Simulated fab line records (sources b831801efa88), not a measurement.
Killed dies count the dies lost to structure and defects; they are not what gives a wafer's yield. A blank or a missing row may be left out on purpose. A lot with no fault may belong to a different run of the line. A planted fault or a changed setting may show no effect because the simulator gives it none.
A struck lot beside a sound one ; flow gf180mcu ; 43 out of 602 route steps
Sound: these wafers, L956.1, L956.3, L956.4. The struck wafers were L966.4, L966.5, L966.6. The cause is given at the end.
At each step with rows: each side's tool, then ch and its chambers, then its first start. Under that, the readings that differ: sound wafers ; struck wafers ; difference of the means ; sigmas: that difference in standard deviations of wafers without a fault.
alike: readings with means less than 2 such deviations apart, plus words and numbers identical on both sides. not compared: withheld readings, readings lacking a value on some wafer, bounds such as >300 that could conceal the same value, and numbers that have no deviation in the record and whose values overlap.
The two part at a step that has a row with sigmas, a row that says differs or no value, or rows on one side only. Numbers that have no deviation but don't overlap get no sigmas and don't part them. A reading missing from all wafers of one side parts the sides only when that side holds two or more wafers.

first, 2 steps without rows for these wafers: GF_VT_IMPLANT_PEB_05; GF_VT_IMPLANT_DEVELOP_06 (develop time 60 s).
GF_VT_IMPLANT_OVL_MEAS_07:
  struck on overlay-01, day 8 04:14; sound on overlay-02, day 6 02:13
reading;sound;struck;difference;sigmas
VT_IMPLANT_OVL (nm);-3.9 -3.7 -2.9;1.0 0.0 0.8;+4.1;+2
then, 1 step without rows for these wafers: GF_VT_IMPLANT_IMPLANT_08.
GF_VT_IMPLANT_STRIP_09: strips in O2/N2.
  sound on plasma asher-01 ch 0,1, day 6 02:24; struck on plasma asher-02 ch 0,1, day 8 04:26
reading;sound;struck;difference;sigmas
drypump motor current A (A);6.4 6.4 6.4;5.6 5.4 5.6;-0.9;-2
  alike: heater power w, oes product au, strip time to endpoint s
  not compared: rf hours counter h
GF_VT_IMPLANT_TW_MEAS_10:
  struck on film metro-04, day 8 04:32; sound on film metro-04, day 6 02:30
  alike: VT_IMPLANT_TW
then, 6 steps without rows for these wafers: GF_VT_IMPLANT_DEHYDRATE_11 (time 60 s); GF_VT_IMPLANT_HMDS_12 (prime time 60 s); GF_VT_IMPLANT_COAT_13 (resist thk 1000 nm); GF_VT_IMPLANT_SOFTBAKE_14 (time 60 s); GF_VT_IMPLANT_EXPOSE_15 (exposes mask Nwell LV AREA, target cd 860 nm); GF_VT_IMPLANT_PEB_16.
GF_VT_IMPLANT_DEVELOP_17: develop time 60 s.
  sound on litho track-03 ch 0, day 6 17:31; struck on litho track-04 ch 0, day 8 20:53
GF_VT_IMPLANT_OVL_MEAS_18:
  struck on overlay-01, day 8 20:59; sound on overlay-01, day 6 17:40
reading;sound;struck;difference;sigmas
VT_IMPLANT_01_OVL (nm);-2.6 -3.0 -4.0;0.5 0.0 1.9;+4.0;+2
then, 1 step without rows for these wafers: GF_VT_IMPLANT_IMPLANT_19.
GF_VT_IMPLANT_STRIP_20: strips in O2/N2.
  sound on plasma asher-01 ch 0,1, day 6 17:50; struck on plasma asher-01 ch 0,1, day 8 21:11
  alike: drypump motor current A, heater power w, oes product au, strip time to endpoint s
  not compared: rf hours counter h
GF_VT_IMPLANT_TW_MEAS_21:
  struck on film metro-01, day 8 21:17; sound on film metro-01, day 6 17:56
  alike: VT_IMPLANT_2_TW
then, 7 steps without rows for these wafers: GF_VT_IMPLANT_DEHYDRATE_22 (time 60 s); GF_VT_IMPLANT_HMDS_23 (prime time 60 s); GF_VT_IMPLANT_COAT_24 (resist thk 1000 nm); GF_VT_IMPLANT_SOFTBAKE_25 (time 60 s); GF_VT_IMPLANT_EXPOSE_26 (exposes mask LVPWELL HV AREA, target cd 860 nm); GF_VT_IMPLANT_PEB_27; GF_VT_IMPLANT_DEVELOP_28 (develop time 60 s).
GF_VT_IMPLANT_OVL_MEAS_29:
  struck on overlay-01, day 9 13:59; sound on overlay-01, day 7 08:25
  alike: VT_IMPLANT_02_OVL
then, 1 step without rows for these wafers: GF_VT_IMPLANT_IMPLANT_30.
GF_VT_IMPLANT_STRIP_31: strips in O2/N2.
  sound on plasma asher-02 ch 0,1, day 7 08:35; struck on plasma asher-02 ch 0,1, day 9 14:11
  alike: drypump motor current A, heater power w, oes product au, strip time to endpoint s
  not compared: rf hours counter h
GF_VT_IMPLANT_TW_MEAS_32:
  struck on film metro-02, day 9 14:17; sound on film metro-04, day 7 08:41
  alike: VT_IMPLANT_3_TW
then, 7 steps without rows for these wafers: GF_VT_IMPLANT_DEHYDRATE_33 (time 60 s); GF_VT_IMPLANT_HMDS_34 (prime time 60 s); GF_VT_IMPLANT_COAT_35 (resist thk 1000 nm); GF_VT_IMPLANT_SOFTBAKE_36 (time 60 s); GF_VT_IMPLANT_EXPOSE_37 (exposes mask Nwell HV AREA, target cd 860 nm); GF_VT_IMPLANT_PEB_38; GF_VT_IMPLANT_DEVELOP_39 (develop time 60 s).
GF_VT_IMPLANT_OVL_MEAS_40:
  struck on overlay-02, day 10 06:43; sound on overlay-02, day 8 00:31
  alike: VT_IMPLANT_03_OVL
then, 1 step without rows for these wafers: GF_VT_IMPLANT_IMPLANT_41.
GF_VT_IMPLANT_STRIP_42: strips in O2/N2.
  sound on plasma asher-04 ch 0,1, day 8 00:41; struck on plasma asher-04 ch 0,1, day 10 06:56
  alike: drypump motor current A, heater power w, oes product au, strip time to endpoint s
  not compared: rf hours counter h
GF_VT_IMPLANT_TW_MEAS_43:
  struck on film metro-04, day 10 07:01; sound on film metro-02, day 8 00:47
  alike: VT_IMPLANT_4_TW
then, 1 step without rows for these wafers: GF_VT_IMPLANT_CLEAN_44 (cleans in SC1/SC2, time 150 s).
GF_VT_IMPLANT_RTA_45: time 30 s.
  sound on rtp anneal-02 ch 0, day 8 00:54; struck on rtp anneal-01 ch 0, day 10 07:09
reading;sound;struck;difference;sigmas
lamp power pct (%);43 43 43;36 36 36;-7;-2
  alike: anneal temp c max, wafer_temp_C_max
GF_VT_IMPLANT_RS_MEAS_46: measures by four-point-probe.
  struck on film metro-01, day 10 07:16; sound on film metro-01, day 8 01:00
reading;sound;struck;difference;sigmas
MVSD_RS (ohm/sq);458.8 458.9 457.7;455.6 456.4 455.7;-2.6;-3
-- record jumps: 21 days separate the struck wafers' starts on either side; left off in module VT_IMPLANT, taken up again in module PASSIVATION, whose first shown step is the route's number 602 --
GF_PASSIVATION_PROBE_99:
  record: rows for the struck wafers here (prober-01, day 31 18:22), none for the sound ones

== WHERE THEY PART ==
At GF_VT_IMPLANT_OVL_MEAS_07 first; at GF_PASSIVATION_PROBE_99 last (within this record only).

WHY: what had been put in by the simulator
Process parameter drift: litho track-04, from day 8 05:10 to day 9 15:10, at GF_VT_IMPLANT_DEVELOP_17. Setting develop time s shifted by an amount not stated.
